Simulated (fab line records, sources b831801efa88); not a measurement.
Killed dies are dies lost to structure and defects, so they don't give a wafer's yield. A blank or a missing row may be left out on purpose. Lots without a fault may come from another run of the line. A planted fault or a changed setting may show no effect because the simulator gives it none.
Which tool did it? | flow sky130 | 12 lots, 36 wafers sampled, at 5 steps of a route of 708

WHAT THE GAUGES READ, wafer by wafer
SKY_VIA1_CD_MEAS_12: target cd 150 nm. Usual: cd_nm 150.1 nm, standard deviation 1.5.
lot  | measured     | on        | cd_nm (nm)        | flag
L960 | day 34 06:24 | cd_sem-02 | 148.4 150.4 150.3 |
L963 | day 35 00:45 | cd_sem-02 | 149.5 150.5 150.5 |
L964 | day 35 02:47 | cd_sem-01 | 147.9 146.6 147.6 |
L967 | day 35 21:17 | cd_sem-01 | 152.1 152.8 151.3 |
L968 | day 36 10:56 | cd_sem-02 | 149.0 148.9 148.5 |
L969 | day 36 14:40 | cd_sem-01 | 150.4 152.5 150.7 |
L971 | day 37 07:27 | cd_sem-02 | 151.4 150.7 151.0 |
L973 | day 37 19:46 | cd_sem-01 | 147.9 149.7 148.8 |
L974 | day 38 13:36 | cd_sem-01 | 152.4 149.8 150.7 |
L980 | day 39 21:44 | cd_sem-02 | 150.1 148.2 150.4 |
L981 | day 41 00:41 | cd_sem-02 | 152.4 152.3 150.7 |
L982 | day 41 08:13 | cd_sem-01 | 149.1 151.6 150.5 |

SKY_METAL2_THK_MEAS_06: measures by xrf. Usual: METAL2_ALCU_THK 242 nm, standard deviation 3.2.
lot  | measured     | on            | METAL2_ALCU_THK (nm) | flag
L960 | day 34 08:09 | film_metro-03 | 244 242 241          |
L963 | day 35 02:33 | film_metro-02 | 237 241 240          |
L964 | day 35 04:51 | film_metro-04 | 243 245 244          |
L967 | day 35 23:01 | film_metro-02 | 237 237 237          |
L968 | day 36 12:41 | film_metro-04 | 239 230 230          |
L969 | day 36 16:23 | film_metro-04 | 243 243 244          |
L971 | day 37 09:13 | film_metro-04 | 241 239 231          |
L973 | day 37 21:29 | film_metro-03 | 244 243 244          |
L974 | day 38 15:20 | film_metro-04 | 244 245 246          |
L980 | day 39 23:28 | film_metro-04 | 246 248 249          |
L981 | day 41 02:27 | film_metro-04 | 235 233 235          |
L982 | day 41 09:57 | film_metro-03 | 247 241 242          |

WHICH TOOL RAN EACH LOT (tool, then ch and the chambers of the sampled wafers, then the start)
lot  | SKY_VIA1_CMP_02               | SKY_METAL2_SPUTTER_00        | SKY_METAL2_SPUTTER_04
L960 | cmp-01 ch 0,1,2, day 33 03:20 | pvd_sputter-03, day 34 07:52 | pvd_sputter-03, day 34 07:57
L963 | cmp-02 ch 0,1,2, day 33 23:31 | pvd_sputter-03, day 35 02:17 | pvd_sputter-03, day 35 02:23
L964 | cmp-01 ch 0,2,3, day 34 00:28 | pvd_sputter-02, day 35 04:35 | pvd_sputter-02, day 35 04:41
L967 | cmp-02 ch 0,2, day 34 19:16   | pvd_sputter-03, day 35 22:46 | pvd_sputter-03, day 35 22:51
L968 | cmp-02 ch 1,2,3, day 35 08:17 | pvd_sputter-03, day 36 12:25 | pvd_sputter-03, day 36 12:31
L969 | cmp-02 ch 0,1, day 35 12:31   | pvd_sputter-02, day 36 16:07 | pvd_sputter-02, day 36 16:12
L971 | cmp-01 ch 0,1,2, day 36 05:30 | pvd_sputter-03, day 37 08:57 | pvd_sputter-03, day 37 09:02
L973 | cmp-02 ch 1,2,3, day 36 17:43 | pvd_sputter-01, day 37 21:12 | pvd_sputter-01, day 37 21:17
L974 | cmp-02 ch 0,1,2, day 37 12:15 | pvd_sputter-01, day 38 15:04 | pvd_sputter-01, day 38 15:10
L980 | cmp-02 ch 2,3, day 38 21:01   | pvd_sputter-02, day 39 23:12 | pvd_sputter-02, day 39 23:17
L981 | cmp-01 ch 0,2,3, day 39 23:27 | pvd_sputter-03, day 41 02:11 | pvd_sputter-03, day 41 02:17
L982 | cmp-02 ch 0,2, day 40 08:19   | pvd_sputter-01, day 41 09:40 | pvd_sputter-01, day 41 09:46
- SKY_VIA1_CMP_02: polishes SiO2.
- SKY_METAL2_SPUTTER_00: material Ti, target thk 15 nm, time 10 s.
- SKY_METAL2_SPUTTER_04: material TiN, target thk 70 nm, time 58.3 s.

WHAT THE TOOLS THEMSELVES READ (means of the sampled wafers that have a number; where no wafer has one, the mark that the record gives instead)
SKY_VIA1_CMP_02. Usual: head_pressure_psi 4.002 psi, standard deviation 0.009; motor_current_A 12.7 A, standard deviation 0.97.
lot  | tool   | head_pressure_psi (psi) | motor_current_A (A) | flag
L960 | cmp-01 | 4.003                   | 13.2                |
L963 | cmp-02 | 3.993                   | 12.3                |
L964 | cmp-01 | 4.000                   | 12.8                |
L967 | cmp-02 | 3.990                   | 11.7                |
L968 | cmp-02 | 4.007                   | 12.6                |
L969 | cmp-02 | 4.002                   | 11.3                |
L971 | cmp-01 | 4.002                   | 13.1                |
L973 | cmp-02 | 4.007                   | 12.1                |
L974 | cmp-02 | 3.998                   | 12.1                |
L980 | cmp-02 | 3.999                   | 12.2                |
L981 | cmp-01 | 4.004                   | 13.1                |
L982 | cmp-02 | 4.011                   | 12.9                |

SKY_METAL2_SPUTTER_00. Usual: cathode_dc_power_W 2999.9 W, standard deviation 0.58; throttle_valve_pct 30.0 %, standard deviation 1.5.
lot  | tool           | cathode_dc_power_W (W) | throttle_valve_pct (%) | flag
L960 | pvd_sputter-03 | 3000.5                 | 28.9                   |
L963 | pvd_sputter-03 | 3000.1                 | 28.9                   |
L964 | pvd_sputter-02 | 3000.0                 | 30.0                   |
L967 | pvd_sputter-03 | 3000.1                 | 30.6                   |
L968 | pvd_sputter-03 | 3000.0                 | 28.3                   |
L969 | pvd_sputter-02 | 3000.5                 | 29.8                   |
L971 | pvd_sputter-03 | 2999.6                 | 30.6                   |
L973 | pvd_sputter-01 | 2999.9                 | 29.4                   |
L974 | pvd_sputter-01 | 3000.2                 | 29.9                   |
L980 | pvd_sputter-02 | 3000.1                 | 30.0                   |
L981 | pvd_sputter-03 | 3000.0                 | 29.9                   |
L982 | pvd_sputter-01 | 3000.2                 | 29.9                   |

SKY_METAL2_SPUTTER_04. Usual: cathode_dc_power_W 6499.9 W, standard deviation 1.1; throttle_valve_pct 30.0 %, standard deviation 1.5.
lot  | tool           | cathode_dc_power_W (W) | throttle_valve_pct (%) | flag
L960 | pvd_sputter-03 | 6499.2                 | 29.0                   |
L963 | pvd_sputter-03 | 6501.0                 | 29.3                   |
L964 | pvd_sputter-02 | 6499.4                 | 30.1                   |
L967 | pvd_sputter-03 | 6498.7                 | 30.6                   |
L968 | pvd_sputter-03 | 7602.2                 | 28.4                   | OFF
L969 | pvd_sputter-02 | 6501.1                 | 29.9                   |
L971 | pvd_sputter-03 | 7050.0                 | 30.6                   | OFF
L973 | pvd_sputter-01 | 6500.2                 | 29.2                   |
L974 | pvd_sputter-01 | 6499.4                 | 30.0                   |
L980 | pvd_sputter-02 | 6500.5                 | 30.0                   |
L981 | pvd_sputter-03 | 6499.7                 | 29.9                   |
L982 | pvd_sputter-01 | 6500.2                 | 29.8                   |

THE ANSWER, worked out from the rows above alone
Rule: a lot is off if the mean of its wafers that have a number lies more than 3 standard deviations from the usual mean. A lot without any number at a reading at which 4 lots or more have one is off too. The other lots that the step has rows for count as sound. The gauges are gone through in route order, then the tools' own readings, and for those a lot's mean is taken as printed above. The first step at which some lot is off is used, and at that step the reading that is off furthest; a lot without a number counts as furthest.
Off: L968, L971, at SKY_METAL2_SPUTTER_04 (cathode_dc_power_W).
A tool fits if, at that step or a process step before it, it ran every lot that is off, and no sound lot after the first of them. None of those tried fits.

WHAT THE SIMULATOR HAD PUT IN
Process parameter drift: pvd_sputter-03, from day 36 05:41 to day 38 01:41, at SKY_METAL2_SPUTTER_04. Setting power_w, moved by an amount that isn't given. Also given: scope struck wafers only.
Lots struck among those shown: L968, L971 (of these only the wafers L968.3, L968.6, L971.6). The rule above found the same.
